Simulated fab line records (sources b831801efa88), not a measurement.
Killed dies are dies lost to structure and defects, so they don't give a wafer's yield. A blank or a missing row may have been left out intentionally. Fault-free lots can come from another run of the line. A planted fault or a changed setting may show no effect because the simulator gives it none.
Chamber matching :: flow sky130 :: SKY_LI_CONTACT_ETCH_15 on rie diel-04: 4 sister chambers
The step etches PSG in C4F8/O2/Ar, stops on Si, target depth 600 nm. 16 wafers are shown with their chamber, then 8 later ones without.

== WAFERS WITH THEIR CHAMBER ==
wafer: L074.2
chamber: 1
oes product au (a.u.): 0.845

wafer: L074.3
chamber: 2
oes product au (a.u.): 0.841

wafer: L074.4
chamber: 3
oes product au (a.u.): 0.844

wafer: L075.3
chamber: 0
oes product au (a.u.): 0.842

wafer: L075.5
chamber: 0
oes product au (a.u.): 0.834

wafer: L075.6
chamber: 3
oes product au (a.u.): 0.839

wafer: L076.1
chamber: 1
oes product au (a.u.): 0.835

wafer: L076.2
chamber: 2
oes product au (a.u.): 0.836

wafer: L076.3
chamber: 0
oes product au (a.u.): 0.838

wafer: L078.1
chamber: 0
oes product au (a.u.): 0.830

wafer: L078.2
chamber: 2
oes product au (a.u.): 0.840

wafer: L078.6
chamber: 1
oes product au (a.u.): 0.836

wafer: L084.2
chamber: 0
oes product au (a.u.): 0.835

wafer: L084.5
chamber: 3
oes product au (a.u.): 0.838

wafer: L084.6
chamber: 2
oes product au (a.u.): 0.832

wafer: L088.3
chamber: 0
oes product au (a.u.): 0.831

SIGNATURES, as means of the wafers listed above
reading: oes product au
chamber 0: 0.83500
chamber 1: 0.83867
chamber 2: 0.83725
chamber 3: 0.84033
scatter within a chamber: 0.0044
Rule: a wafer's distance from a chamber is the root of the sum, over the readings, of the square of ((its reading less the chamber's mean) divided by the reading's scatter). If the next closest chamber is less than 2 further off than the closest, the wafer can't be placed; otherwise it belongs to the closest. The scatter: the root of (the sum of the squares of (reading less its chamber's mean) over the shown wafers, divided by (wafers less chambers)).

== WAFERS WITHOUT THEIR CHAMBER ==
wafer: L088.5
oes product au (a.u.): 0.838

wafer: L088.6
oes product au (a.u.): 0.831

wafer: L091.2
oes product au (a.u.): 0.832

wafer: L091.5
oes product au (a.u.): 0.842

wafer: L091.6
oes product au (a.u.): 0.833

wafer: L092.4
oes product au (a.u.): 0.842

wafer: L092.5
oes product au (a.u.): 0.839

wafer: L092.6
oes product au (a.u.): 0.832

== EACH ONE'S CHAMBER ==
wafer: L088.5
from the rows above: can't be placed: 1 or 2 or 3 or 0
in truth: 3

wafer: L088.6
from the rows above: can't be placed: 0 or 2 or 1 or 3
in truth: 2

wafer: L091.2
from the rows above: can't be placed: 0 or 2 or 1 or 3
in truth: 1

wafer: L091.5
from the rows above: can't be placed: 3 or 1 or 2 or 0
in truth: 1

wafer: L091.6
from the rows above: can't be placed: 0 or 2 or 1 or 3
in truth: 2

wafer: L092.4
from the rows above: can't be placed: 3 or 1 or 2 or 0
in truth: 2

wafer: L092.5
from the rows above: can't be placed: 1 or 3 or 2 or 0
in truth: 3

wafer: L092.6
from the rows above: can't be placed: 0 or 2 or 1 or 3
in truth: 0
0 of 8 placed correctly. These rows do not allow placing 8 (true chamber among the candidates in 8). 0 placed wrongly.
